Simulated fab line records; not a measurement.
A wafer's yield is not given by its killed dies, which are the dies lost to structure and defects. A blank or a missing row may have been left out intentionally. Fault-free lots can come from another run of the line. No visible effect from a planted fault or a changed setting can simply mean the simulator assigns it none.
Comparing a struck lot with a sound one | flow sfq_line | 13 steps out of a route of 325
Sound: wafers L593.1, L593.3, L593.5. Struck: wafer L599.6 (L599.2, L599.4, from the same lot, were not struck and are left out); the cause is given at the end.
For every step that has rows: the tool of each side, followed by ch and its chambers, followed by its first start. Under that, the readings that differ: sound wafers | struck wafers | difference of the means | sigmas: that difference in standard deviations of wafers without a fault.
alike: words and numbers the same on both sides, and readings whose means are apart by under 2 such deviations; not compared: readings that were withheld, readings missing a value for some wafer, numbers with overlapping values and no deviation given by the record, and bounds like >300 which may hide the same value.
A row with sigmas, a row that says differs or no value, or rows on one side alone: a step with any of these is where the two part. Numbers that don't overlap but have no deviation are shown without sigmas and don't part them. Lack of a reading on every wafer of one side parts them only where that side has two or more wafers.

first, 6 steps without rows for these wafers: SFQ_TRILAYER_M7_LITHO_COAT_182 (resist thk 62 nm); SFQ_TRILAYER_M7_LITHO_COAT_177 (resist thk 600 nm); SFQ_TRILAYER_M7_LITHO_SOFTBAKE_181; SFQ_TRILAYER_M7_LITHO_EXPOSE_178 (exposes mask M7, target cd 500 nm); SFQ_TRILAYER_M7_LITHO_PEB_180 (peb time 60 s); SFQ_TRILAYER_M7_LITHO_DEVELOP_179 (time 60 s).
SFQ_M7_OVL_MEAS_945:
  struck on overlay-02, day 79 07:28; sound on overlay-02, day 76 04:28
  alike: M7_OVL
SFQ_TRILAYER_M7_BARC_OPEN_METAL_ETCH_229: etches BARC in O2, target depth 125 nm, time 41.7 s.
  sound on rie_metal-01 ch 0,1, day 76 04:30; struck on rie_metal-02 ch 0, day 79 07:29
  alike: chamber_pressure_mTorr, drypump_motor_current_A, oes_product_au
  not compared: rf_hours_counter_h
SFQ_TRILAYER_M7_ETCH_METAL_ETCH_180: etches Nb in Cl2/Ar, stops on SiO2, target depth 240 nm, time 120 s.
  sound on rie_metal-01 ch 0,1, day 76 04:34; struck on rie_metal-02 ch 0, day 79 07:33
  reading               | sound             | struck | difference | sigmas
  oes_product_au (a.u.) | 0.900 0.897 0.906 | 0.884  | -0.017     | -3
  alike: chamber_pressure_mTorr, drypump_motor_current_A
  not compared: rf_hours_counter_h
SFQ_TRILAYER_M7_STRIP_STRIP_181: strips in O2.
  sound on rie_metal-01 ch 0,1, day 76 04:41; struck on rie_metal-02 ch 0, day 79 07:41
  alike: chamber_pressure_mTorr, drypump_motor_current_A, oes_product_au
  not compared: rf_hours_counter_h
then, 1 step without rows for these wafers: SFQ_TRILAYER_M7_STRIP_SOLV_CLEAN_182 (cleans in NMP, time 600 s).
SFQ_TRILAYER_I7_DEP_PECVD_183: deposits SiO2 from SiH4/N2O, time 111.11 s, target thk 500 nm.
  sound on pecvd-03 ch 0,1, day 76 05:29; struck on pecvd-03 ch 0, day 79 08:27
  reading                                             | sound             | struck | difference | sigmas
  run_length_s (s)                                    | 138.3 138.6 138.8 | 145.2  | +6.6       | +11
  model.SiO2_of_TRILAYER_I7_DEP_PECVD_183.thk_nm (nm) | 496.7 492.9 490.6 | 528.5  | +35.1      |
  alike: heater_power_w, throttle_valve_pct
SFQ_TRILAYER_I7_CMP_CMP_184: polishes SiO2.
  sound on cmp-02 ch 1,2,3, day 76 06:19; struck on cmp-01 ch 1, day 80 00:22
  reading                | sound       | struck | difference | sigmas
  time_to_endpoint_s (s) | 214 212 201 | 239    | +30        | +4
  alike: edge_zone_pressure_frac, head_pressure_psi, motor_current_A, retaining_ring_pressure_frac

== WHERE THEY PART ==
First at SFQ_TRILAYER_M7_ETCH_METAL_ETCH_180; last, within this record, at SFQ_TRILAYER_I7_CMP_CMP_184.

WHY: what had been put in by the simulator
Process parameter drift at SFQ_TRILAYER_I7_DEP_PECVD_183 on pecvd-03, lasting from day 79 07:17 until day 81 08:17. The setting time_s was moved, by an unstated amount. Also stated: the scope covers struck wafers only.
